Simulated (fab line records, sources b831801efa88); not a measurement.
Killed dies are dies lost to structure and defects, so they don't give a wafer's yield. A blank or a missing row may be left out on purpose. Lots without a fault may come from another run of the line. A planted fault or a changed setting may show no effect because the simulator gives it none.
fab line records | flow sky130
record lots=12 wafers=35 last_day=50
route steps=708 shown FIELD_ISO@3 NWELL@76 PAD_OPEN@708
lots that met no fault: from a run of the same line without faults
start_h: hours from the record's first day to the start of the lot's first wafer shown | wait_h: hours since the lot's step before | " the same as in the row above | L1.1+2: a row that stands for several wafers | - no value, or no start given | * or withheld: withheld | < > ~ a bound
route shown NAME@n: a module of which the file shows steps, and the number in the route of the first | usual: mean/standard deviation of fault-free wafers | same: alike in all rows | chamber/n: place in a boat | sites: the reading at each site | _std_site: their standard deviation | _edge_site: outer sites' mean less inner sites' | radius_mm: how far each site lies from the wafer's centre | mask NAME#n: copy n | behind: the tool/chamber that last shaped the wafer | hold: why the lot was held/for how many hours/how that ended | device: the transistor (n, p or np) that didn't switch | end of line: the same wafers' tests at the end of the route | a step without rows: its recipe alone | killed: dies lost to structure and defects at the first sort, not the wafer's yield | map: a wafer's dies, x killed, . not, _ none there
set.NAME: the setting as run; set.NAME@STEP: as run at that earlier step | model.NAME: the simulator's own value behind a step, which no gauge read
steps of the route over a sample of lots; a table a step, a row a wafer
services: from which hour (start_h, from the record's first day; less than 0 if before it) a tool's chamber was out of use, for how many hours, and why
## steps
# step SKY_FIELD_ISO_THK_MEAS_02
# recipe reads=SiO2_of_FIELD_ISO_OXIDATION_01
# usual FIELD_ISO_OXIDATION_00_THK=12.06/0.2
# columns lot.wafer tool chamber start_h wait_h FIELD_ISO_OXIDATION_00_THK[nm]
L935.2 film_metro-02 - 13.80 0.0 12.10
L935.4 " - " " 12.33
L935.6 " - " " 12.17
L939.1 film_metro-04 - 31.63 0.0 12.06
L939.5 " - " " 12.11
L940.4 film_metro-02 - 37.37 0.0 11.99
L940.5 " - " " 12.12
L940.6 " - " " 12.25
L941.1 film_metro-02 - 42.91 0.0 11.90
L941.2 " - " " 12.11
L941.5 " - " " 12.20
L942.2 film_metro-04 - 46.98 0.0 12.19
L942.4 " - " " 12.19
L942.6 " - " " 12.24
L949.1 film_metro-04 - 81.78 0.0 12.02
L949.3 " - " " 12.11
L949.4 " - " " 12.29
L950.2 film_metro-02 - 86.64 0.0 11.81
L950.3 " - " " 11.95
L950.4 " - " " 11.76
L952.2 film_metro-04 - 96.98 0.0 11.70
L952.3 " - " " 11.49
L952.6 " - " " 11.58
L953.1 film_metro-01 - 101.63 0.0 12.37
L953.3 " - " " 11.95
L953.4 " - " " 12.27
L955.1 film_metro-01 - 112.82 0.0 12.17
L955.4 " - " " 12.30
L955.6 " - " " 12.16
L956.1 film_metro-01 - 117.25 0.0 12.27
L956.2 " - " " 12.40
L956.5 " - " " 12.27
L958.2 film_metro-04 - 127.49 0.0 11.96
L958.4 " - " " 12.10
L958.6 " - " " 12.15
# step SKY_FIELD_ISO_ETCH_14
# recipe chemistry=N2/H2 target=BARC ion_energy_ev=200 source_w=500 bias_w=100 pressure_mtorr=30 n2_flow_sccm=100 h2_flow_sccm=200 stop_on=SiO2 time_s=45.9 target_depth_a=600
# usual drypump_motor_current_A=5.5/0.45 oes_product_au=0.854/0.0048 run_length_s=74.0/0.44 throttle_valve_pct=13.222/0.0079
# columns lot.wafer tool chamber start_h wait_h drypump_motor_current_A oes_product_au rf_hours_counter_h run_length_s throttle_valve_pct
L935.2 rie_diel-03 3 29.65 0.1 5.9 0.846 1 73.9 13.227
L935.4 " 1 " " 5.0 0.850 50 74.2 13.229
L935.6 " 2 " " 6.0 0.855 - 73.8 13.223
L939.1 rie_diel-02 2 49.80 0.1 5.5 0.858 5 73.9 13.205
L939.5 " 3 " " 5.2 0.854 - 74.4 13.222
L940.4 rie_diel-02 0 54.74 0.0 4.8 0.851 22 75.0 13.215
L940.5 " 1 " " 5.6 0.832 - 75.9 13.211
L940.6 " 0 " " 4.9 0.853 - 74.7 13.223
L941.1 rie_diel-01 1 60.88 0.1 5.7 0.849 82 73.2 13.226
L941.2 " 2 " " 5.7 0.853 89 74.5 13.222
L941.5 " 2 " " 5.7 0.854 - 74.5 13.224
L942.2 rie_diel-03 3 64.83 0.1 5.8 0.857 2 74.0 13.224
L942.4 " 1 " " 5.0 0.859 - 73.9 13.215
L942.6 " 3 " " 5.9 0.854 - 74.0 13.228
L949.1 rie_diel-03 2 102.55 0.1 6.0 0.854 112 74.4 13.223
L949.3 " 3 " " 5.8 0.860 3 74.0 13.215
L949.4 " 0 " " 4.6 0.859 61 73.9 13.224
L950.2 rie_diel-03 2 106.40 0.1 6.0 0.855 112 73.9 13.226
L950.3 " 1 " " 5.0 0.852 52 74.0 13.227
L950.4 " 3 " " 5.8 0.853 3 74.2 13.209
L952.2 rie_diel-03 3 116.10 0.1 5.9 0.863 3 73.8 13.217
L952.3 " 2 " " 5.9 0.854 112 74.1 13.213
L952.6 " 3 " " 5.9 0.853 - 74.1 13.229
L953.1 rie_diel-01 3 122.89 0.1 6.0 0.856 1 73.5 13.221
L953.3 " 1 " " 5.7 0.851 83 73.9 13.221
L953.4 " 2 " " 5.7 0.849 91 74.6 13.233
L955.1 rie_diel-03 3 133.38 0.1 5.8 0.854 3 74.1 13.218
L955.4 " 1 " " 5.0 0.854 53 74.5 13.219
L955.6 " 3 " " 5.8 0.856 - 73.9 13.219
L956.1 rie_diel-03 2 137.60 0.1 6.0 0.846 113 74.2 13.210
L956.2 " 0 " " 4.6 0.863 62 73.9 13.205
L956.5 " 1 " " 5.0 0.855 - 73.8 13.222
L958.2 rie_diel-02 3 148.30 0.1 5.2 0.848 144 74.0 13.229
L958.4 " 0 " " 4.8 0.858 23 75.4 13.221
L958.6 " 0 " " 4.8 0.853 - 75.0 13.227
# step SKY_FIELD_ISO_ETCH_17
# recipe target_depth_a=3420 mask_material=Si3N4 chemistry=HBr/Cl2/O2 target=Si taper_deg=5 icp_w=600 bias_w=150 pressure_mtorr=15 HBr_flow_sccm=150 Cl2_flow_sccm=40 O2_flow_sccm=6 time_s=97.7
# usual drypump_motor_current_A=5.8/0.51 mfc_cl2_sccm=40.01/0.13 oes_product_au=0.998/0.007 run_length_s=126.1/0.37 throttle_valve_pct=25.658/0.01
# columns lot.wafer tool chamber start_h wait_h drypump_motor_current_A mfc_cl2_sccm oes_product_au rf_hours_counter_h run_length_s throttle_valve_pct
L935.2 rie_si-01 1 29.85 0.1 5.8 40.24 0.991 143 126.2 25.650
L935.4 " 2 " " 6.1 40.09 0.993 52 126.1 25.655
L935.6 " 3 " " 5.6 39.67 0.988 - 126.5 25.669
L939.1 rie_si-01 1 50.00 0.1 5.8 39.81 0.992 143 125.8 25.668
L939.5 " 1 " " 5.8 39.99 0.992 - 125.7 25.681
L940.4 rie_si-02 0 54.94 0.0 5.8 40.10 1.002 82 126.2 25.664
L940.5 " 3 " " 6.1 40.24 0.996 - 126.1 25.661
L940.6 " 0 " " 5.8 40.22 0.994 - 126.2 25.659
L941.1 rie_si-02 1 61.08 0.1 6.2 40.09 0.997 1 126.2 25.644
L941.2 " 2 " " 6.5 40.03 1.000 92 125.6 25.659
L941.5 " 1 " " 6.2 40.08 1.001 - 126.3 25.649
L942.2 rie_si-01 2 65.03 0.1 6.0 39.95 1.000 52 126.0 25.639
L942.4 " 1 " " 5.7 40.21 0.984 143 125.5 25.667
L942.6 " 3 " " 5.6 39.94 0.999 - 126.4 25.662
L949.1 rie_si-01 3 102.75 0.1 5.5 39.98 1.001 122 126.4 25.660
L949.3 " 2 " " 6.1 40.13 1.012 52 126.0 25.654
L949.4 " 2 " " 6.0 40.06 0.994 - 126.1 25.669
L950.2 rie_si-01 2 106.60 0.1 6.0 39.70 1.005 52 126.1 25.666
L950.3 " 3 " " 5.6 39.97 1.008 122 126.4 25.636
L950.4 " 0 " " 4.7 39.91 0.993 0 125.8 25.642
L952.2 rie_si-01 0 116.30 0.1 4.7 40.10 1.001 0 126.1 25.667
L952.3 " 3 " " 5.6 40.21 0.997 122 126.3 25.650
L952.6 " 3 " " 5.6 40.18 1.006 - 126.8 25.646
L953.1 rie_si-02 2 123.09 0.1 6.5 40.34 1.002 93 125.5 25.640
L953.3 " 0 " " 5.8 40.02 0.999 82 126.5 25.654
L953.4 " 3 " " 6.1 39.78 0.994 113 126.2 25.659
L955.1 rie_si-02 2 133.58 0.1 6.5 40.13 0.995 93 125.6 25.652
L955.4 " 3 " " 6.1 40.13 0.998 113 126.2 25.638
L955.6 " 2 " " 6.5 40.08 0.988 - 125.8 25.668
L956.1 rie_si-02 2 137.80 0.1 6.5 40.04 1.002 93 125.5 25.665
L956.2 " 1 " " 6.2 40.04 0.999 2 126.2 25.659
L956.5 " 3 " " 6.1 39.95 1.004 - 126.1 25.669
L958.2 rie_si-01 1 148.50 0.1 5.8 40.18 1.010 0 125.6 25.662
L958.4 " 0 " " 4.7 39.99 0.995 0 126.1 25.674
L958.6 " 2 " " 6.1 40.04 1.009 - 126.3 25.657
# step SKY_NWELL_OVL_MEAS_23
# usual NWELL_01_OVL=0.5/1.5
# columns lot.wafer tool chamber start_h wait_h NWELL_01_OVL[nm]
L935.2 overlay-01 - 105.82 - 3.0
L935.4 " - " " -0.2
L935.6 " - " " 2.4
L939.1 overlay-01 - 124.51 - 1.1
L939.5 " - " " -0.3
L940.4 overlay-02 - 134.70 - 1.9
L940.5 " - " " 2.9
L940.6 " - " " 2.9
L941.1 overlay-01 - 139.61 - -1.5
L941.2 " - " " -1.3
L941.5 " - " " -0.3
L942.2 overlay-02 - 142.32 - 1.1
L942.4 " - " " 3.0
L942.6 " - " " 0.2
L949.1 overlay-02 - 187.96 - 1.9
L949.3 " - " " 4.1
L949.4 " - " " 2.3
L950.2 overlay-01 - 195.32 - -0.5
L950.3 " - " " -1.0
L950.4 " - " " -1.0
L952.2 overlay-01 - 202.94 - 1.0
L952.3 " - " " 0.0
L952.6 " - " " 3.3
L953.1 overlay-02 - 207.31 - 0.8
L953.3 " - " " 1.4
L953.4 " - " " 0.2
L955.1 overlay-01 - 219.81 - 0.4
L955.4 " - " " 1.6
L955.6 " - " " 2.1
L956.1 overlay-02 - 227.31 - 1.4
L956.2 " - " " 2.2
L956.5 " - " " 1.1
L958.2 overlay-02 - 241.24 - 0.0
L958.4 " - " " -1.1
L958.6 " - " " 0.5
# step SKY_PAD_OPEN_PROBE_99
# usual killed_at_M0_to_M3=42/6.8 killed_at_M4_up=3.2/1.8 killed_at_contacts=25/5.4 killed_at_front_end=15/4.5 killed_at_other=0.3/0.56 killed_dies=85/9.7 killed_open=46/7.1 killed_short=39/6.5
# same gross_dies=492 killed_at_back_side=0
# columns lot.wafer tool chamber start_h wait_h killed_at_M0_to_M3 killed_at_M4_up killed_at_contacts killed_at_front_end killed_at_other killed_dies killed_open killed_short
L935.2 prober-01 - 1081.69 0.1 39 3 24 10 0 76 41 35
L935.4 prober-01 - 1081.79 0.2 35 2 33 14 0 84 55 29
L935.6 prober-01 - 1081.89 0.2 39 7 24 11 0 81 42 39
L940.4 prober-02 - 1107.34 0.2 36 6 27 23 0 92 47 44
L940.5 prober-02 - 1107.39 0.2 30 4 34 12 1 81 48 33
L940.6 prober-02 - 1107.44 0.2 38 0 24 20 1 83 50 33
L949.1 prober-01 - 1169.83 0.1 53 5 25 16 0 99 48 51
L949.3 prober-01 - 1169.93 0.2 51 4 29 17 0 101 50 51
L949.4 prober-01 - 1169.98 0.2 44 1 28 10 1 84 50 34
L950.2 prober-01 - 1171.03 0.1 46 2 24 13 0 85 46 39
L950.3 prober-01 - 1171.08 0.2 55 1 26 19 0 101 55 46
L950.4 prober-01 - 1171.13 0.2 36 3 22 18 0 79 38 41
L952.2 prober-01 - 1172.98 0.1 40 2 32 16 0 90 54 36
L952.3 prober-01 - 1173.03 0.2 46 4 43 15 1 109 58 51
L952.6 prober-01 - 1173.18 0.2 46 1 20 18 0 85 48 37
L958.2 prober-01 - 1197.44 0.1 42 1 26 20 1 90 54 35
L958.4 prober-01 - 1197.54 0.2 42 0 19 12 1 74 34 38
L958.6 prober-01 - 1197.64 0.2 44 2 28 18 0 92 57 34
# killed by level:class
L935.2 CONTACT:geometric_particle:open=10 VIA1:geometric_particle:short=9 VIA1:geometric_particle:open=8 LI_CONTACT:geometric_particle:open=7 VIA3:geometric_particle:open=6 POLY_GATE:geometric_particle:short=4 METAL1:geometric_particle:short=4 LI_CONTACT:geometric_particle:short=3
L935.4 CONTACT:geometric_particle:open=14 VIA1:geometric_particle:open=10 LI_CONTACT:geometric_particle:open=8 VIA2:geometric_particle:open=7 CONTACT:geometric_particle:short=5 FIELD_ISO:geometric_particle:open=4 VIA3:geometric_particle:open=4 POLY_GATE:geometric_particle:short=3
L935.6 VIA1:geometric_particle:open=13 CONTACT:geometric_particle:short=9 VIA2:geometric_particle:open=6 METAL4:geometric_particle:short=6 CONTACT:geometric_particle:open=5 METAL2:geometric_particle:short=4 VIA3:geometric_particle:open=4 VIA1:geometric_particle:short=3
L940.4 LI_CONTACT:geometric_particle:open=11 CONTACT:geometric_particle:open=9 METAL2:geometric_particle:short=6 VIA1:geometric_particle:open=6 VIA2:geometric_particle:open=6 FIELD_ISO:geometric_particle:short=5 POLY_GATE:geometric_particle:short=5 METAL3:geometric_particle:short=5
L940.5 LI_CONTACT:geometric_particle:open=18 VIA1:geometric_particle:open=8 LOCAL_INTERCONNECT:geometric_particle:short=6 CONTACT:geometric_particle:open=6 FIELD_ISO:geometric_particle:open=5 METAL1:geometric_particle:short=5 POLY_GATE:geometric_particle:short=4 VIA1:geometric_particle:short=4
L940.6 CONTACT:geometric_particle:short=9 FIELD_ISO:geometric_particle:open=7 VIA1:geometric_particle:open=7 VIA3:geometric_particle:open=7 VIA2:geometric_particle:open=6 CONTACT:geometric_particle:open=5 LI_CONTACT:geometric_particle:open=5 METAL2:geometric_particle:short=5
L949.1 VIA1:geometric_particle:open=11 METAL1:geometric_particle:short=10 VIA2:geometric_particle:open=9 VIA1:geometric_particle:short=7 LI_CONTACT:geometric_particle:short=6 CONTACT:geometric_particle:short=6 CONTACT:geometric_particle:open=6 POLY_GATE:geometric_particle:short=5
L949.3 VIA1:geometric_particle:open=12 LI_CONTACT:geometric_particle:open=10 VIA2:geometric_particle:open=7 METAL1:geometric_particle:short=6 VIA1:geometric_particle:short=6 METAL2:geometric_particle:short=6 FIELD_ISO:geometric_particle:short=5 POLY_GATE:geometric_particle:short=5
L949.4 VIA1:geometric_particle:open=12 CONTACT:geometric_particle:open=10 METAL2:geometric_particle:short=8 LI_CONTACT:geometric_particle:open=7 VIA2:geometric_particle:open=7 VIA3:geometric_particle:open=7 LI_CONTACT:geometric_particle:short=5 POLY_GATE:geometric_particle:open=4
L950.2 VIA2:geometric_particle:open=11 METAL1:geometric_particle:short=10 LI_CONTACT:geometric_particle:open=7 VIA1:geometric_particle:open=7 CONTACT:geometric_particle:open=6 VIA3:geometric_particle:open=6 LOCAL_INTERCONNECT:geometric_particle:short=5 CONTACT:geometric_particle:short=5
L950.3 VIA1:geometric_particle:open=14 CONTACT:geometric_particle:open=8 METAL2:geometric_particle:short=7 METAL1:geometric_particle:short=7 LI_CONTACT:geometric_particle:open=6 VIA2:geometric_particle:open=6 VIA3:geometric_particle:open=6 POLY_GATE:geometric_particle:open=5
L950.4 CONTACT:geometric_particle:short=8 VIA2:geometric_particle:open=8 POLY_GATE:geometric_particle:open=6 POLY_GATE:geometric_particle:short=6 CONTACT:geometric_particle:open=6 METAL1:geometric_particle:short=5 VIA1:geometric_particle:short=5 VIA1:geometric_particle:open=5
L952.2 CONTACT:geometric_particle:open=13 FIELD_ISO:geometric_particle:open=7 LI_CONTACT:geometric_particle:open=7 VIA1:geometric_particle:short=7 VIA1:geometric_particle:open=7 LOCAL_INTERCONNECT:geometric_particle:short=6 VIA3:geometric_particle:open=6 VIA2:geometric_particle:open=5
L952.3 CONTACT:geometric_particle:short=14 CONTACT:geometric_particle:open=12 LI_CONTACT:geometric_particle:open=8 VIA3:geometric_particle:open=8 VIA1:geometric_particle:open=7 METAL1:geometric_particle:short=5 METAL1:geometric_particle:open=5 VIA2:geometric_particle:short=5
L952.6 VIA1:geometric_particle:open=15 CONTACT:geometric_particle:open=9 VIA3:geometric_particle:open=7 METAL2:geometric_particle:short=6 FIELD_ISO:geometric_particle:short=5 POLY_GATE:geometric_particle:short=5 LI_CONTACT:geometric_particle:open=5 FIELD_ISO:geometric_particle:open=3
L958.2 VIA1:geometric_particle:open=14 VIA2:geometric_particle:open=9 CONTACT:geometric_particle:open=8 LI_CONTACT:geometric_particle:open=8 CONTACT:geometric_particle:short=6 METAL1:geometric_particle:short=6 FIELD_ISO:geometric_particle:open=5 POLY_GATE:geometric_particle:short=5
L958.4 VIA1:geometric_particle:open=8 METAL1:geometric_particle:short=6 VIA2:geometric_particle:short=6 FIELD_ISO:geometric_particle:open=5 LI_CONTACT:geometric_particle:open=5 VIA1:geometric_particle:short=5 LI_CONTACT:geometric_particle:short=4 CONTACT:geometric_particle:short=4
L958.6 LI_CONTACT:geometric_particle:open=11 CONTACT:geometric_particle:open=10 VIA3:geometric_particle:open=9 POLY_GATE:geometric_particle:short=7 VIA1:geometric_particle:open=7 VIA1:geometric_particle:short=7 VIA2:geometric_particle:open=5 POLY_GATE:geometric_particle:open=4
## services
# columns tool chamber start_h hours kind
rie_si-01 - 6.67 0.3 repair
rie_diel-01 0 27.27 17.7 repair
rie_diel-01 3 58.96 2.0 repair
rie_diel-01 3 63.52 - clean
rie_diel-01 3 63.52 24.4 scheduled_down
rie_diel-01 3 63.52 24.4 vent_cycle
rie_diel-03 0 64.37 17.6 repair
rie_si-01 3 75.59 5.1 repair
rie_si-01 0 80.72 - clean
rie_si-01 0 80.72 22.1 scheduled_down
rie_si-01 0 80.72 22.1 vent_cycle
rie_si-02 2 82.44 3.6 repair
rie_diel-03 3 84.08 11.8 repair
rie_diel-02 0 84.35 6.6 repair
rie_diel-03 2 87.09 3.1 repair
rie_diel-01 1 92.83 9.2 repair
rie_si-01 1 107.57 - clean
rie_si-01 1 107.57 29.0 scheduled_down
rie_si-01 1 107.57 29.0 vent_cycle
rie_diel-01 3 147.40 5.3 repair
## key
first_sign step=SKY_FIELD_ISO_ETCH_14 reading=oes_product_au direction=down sigmas=4.5 usual=0.854 struck=0.832
effect step=SKY_FIELD_ISO_ETCH_14 reading=run_length_s direction=up sigmas=4.2 usual=* struck=*
met_at SKY_FIELD_ISO_ETCH_14
struck_lots L940
struck_wafers L940.5
tester_left_out L940
not_acting_at SKY_FIELD_ISO_THK_MEAS_02,SKY_FIELD_ISO_ETCH_17,SKY_NWELL_OVL_MEAS_23
fault kind=process_parameter_drift tool=rie_diel-02 chamber=1 onset_h=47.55 steps=SKY_FIELD_ISO_ETCH_14 channel=time_s offset=* shape=step end_h=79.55 acts_in=* stated=*
# tester_left_out: of these lots the tester's yield and bins aren't shown, on N5 and GAA mostly nor the transistor test; their killed dies are dies lost to structure and defects alone, not to doping, threshold or leakage, so they don't give the yield
